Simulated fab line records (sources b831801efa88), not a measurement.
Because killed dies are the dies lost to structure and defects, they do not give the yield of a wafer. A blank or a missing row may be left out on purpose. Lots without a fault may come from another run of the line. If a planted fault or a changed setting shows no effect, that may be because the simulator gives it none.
Problem report, 8D (eight disciplines) form, completed by code / flow gf180mcu / the parts of the form that need people (team, actions taken, sign-off) are left out

1. PROBLEM STATEMENT
Wafers free of any fault read 89.8 nm (standard deviation 0.91) for HV_LDD_CVD_56_THK at GF_HV_LDD_THK_MEAS_57, against a mean of 57.1 nm on 6 wafers of 2 lots. That is -36 standard deviations from the usual mean.
First observed at day 15 06:59: wafer L897.1, on film_metro-02. The record has a number at this step for 36 wafers belonging to 12 lots. By rule, "out" or "out of limits" means more than 4 standard deviations away from the usual mean. All remaining wafers that have a number are taken as sound.

2. WHAT IT IS AND WHAT IT IS NOT
question=which readings at this step | is=HV_LDD_CVD_56_THK | is not=-
question=which lots | is=L897, L898 | is not=L889, L891, L894, L896, L905, L906, L907, L908, L910, L911
question=which wafers of those lots | is=all that have a number | is not=-
question=read on which gauges | is=film_metro-02, film_metro-03 | is not=film_metro-04
question=when | is=from day 15 06:59 | is not=up to then (12 sound wafers); but 18 sound wafers of L905, L906, L907, L908, L910, L911 came after

3. SUSPECTS, AND WHAT RULES EACH OUT
Counting: a tool at any process step up to the reading remains a suspect when it ran all the lots that are out and ran no sound lot after the first of those.
- the gauge at GF_HV_LDD_THK_MEAS_57 is ruled out. Those wafers that are out were read across 2 gauges (film_metro-02, film_metro-03).
- lpcvd-02 at GF_HV_LDD_CVD_56 (deposits Si3N4 from DCS/NH3, target thk 90 nm, time 1543 s): ruled out as a lasting fault. Following L897 (day 15 05:34), the first lot on it that is out, the sound lots L907, L908 were run on it.
Left after counting: nothing in the record.

4. THE CAUSE (what the simulator had put in)
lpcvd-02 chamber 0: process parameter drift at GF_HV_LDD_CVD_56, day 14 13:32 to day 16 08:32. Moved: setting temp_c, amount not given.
The count ruled it out by mistake, since the rule takes a fault to strike every lot its tool runs from the start of the fault on, and this one did not do so.

5. THE CHAIN OF EFFECTS, in route order
Each row: a reading where the mean over the struck wafers with a number is more than 3 standard deviations away from the usual. Only readings whose record carries a usual standard deviation are examined. hours: median over the lots of the time between each lot's start at the first step of this table that gives one and its start at this step. sigmas: the change, counted in usual standard deviations.
hours=0; step=GF_HV_LDD_CVD_56; reading=spike_tc_bottom_C; usual=790.5 C; on struck wafers=768.5; change=-22.0; sigmas=-15
hours=0; step=GF_HV_LDD_CVD_56; reading=spike_tc_centre_C; usual=770.6 C; on struck wafers=749.2; change=-21.4; sigmas=-21
hours=0; step=GF_HV_LDD_CVD_56; reading=spike_tc_lower_C; usual=770.0 C; on struck wafers=747.6; change=-22.4; sigmas=-20
hours=0; step=GF_HV_LDD_CVD_56; reading=spike_tc_top_C; usual=783.3 C; on struck wafers=762.8; change=-20.5; sigmas=-11
hours=0; step=GF_HV_LDD_CVD_56; reading=spike_tc_upper_C; usual=769.9 C; on struck wafers=746.3; change=-23.6; sigmas=-17
hours=0; step=GF_HV_LDD_CVD_56; reading=susceptor_temp_C; usual=770.0 C; on struck wafers=747.8; change=-22.2; sigmas=-65
hours=1; step=GF_HV_LDD_THK_MEAS_57; reading=HV_LDD_CVD_56_THK; usual=89.8 nm; on struck wafers=57.1; change=-32.7; sigmas=-36
hours=1; step=GF_HV_LDD_ETCHBACK_58; reading=oes_product_au; usual=0.843 a.u.; on struck wafers=0.675; change=-0.168; sigmas=-24
hours=1; step=GF_HV_LDD_ETCHBACK_58; reading=throttle_valve_pct; usual=10.560 %; on struck wafers=10.534; change=-0.026; sigmas=-3.0
Here are the process steps it includes:
- GF_HV_LDD_CVD_56: deposits Si3N4 from DCS/NH3, target thk 90 nm, time 1543 s.
- GF_HV_LDD_ETCHBACK_58: etches Si3N4 in CH3F/O2, stops on SiO2, time 100 s, target depth 90 nm.
At these later measuring or inspecting steps, every struck wafer for which the step has a row has a number for every such reading, and none has moved that far: GF_M3_CD_MEAS_14, GF_V4_THK_MEAS_03, GF_V4_CD_MEAS_14.

6. WHAT WOULD HAVE CAUGHT IT SOONER
17 hours passed between the start of the fault at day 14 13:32 and the first reading out of limits at a measuring or inspecting step in this record, taken at day 15 06:59.
The tool's own readings at GF_HV_LDD_CVD_56 were out on every struck wafer that the step has a row for (spike_tc_bottom_C, spike_tc_centre_C, spike_tc_lower_C, spike_tc_top_C, spike_tc_upper_C, susceptor_temp_C): an alarm limit on them would have fired on the first of those.
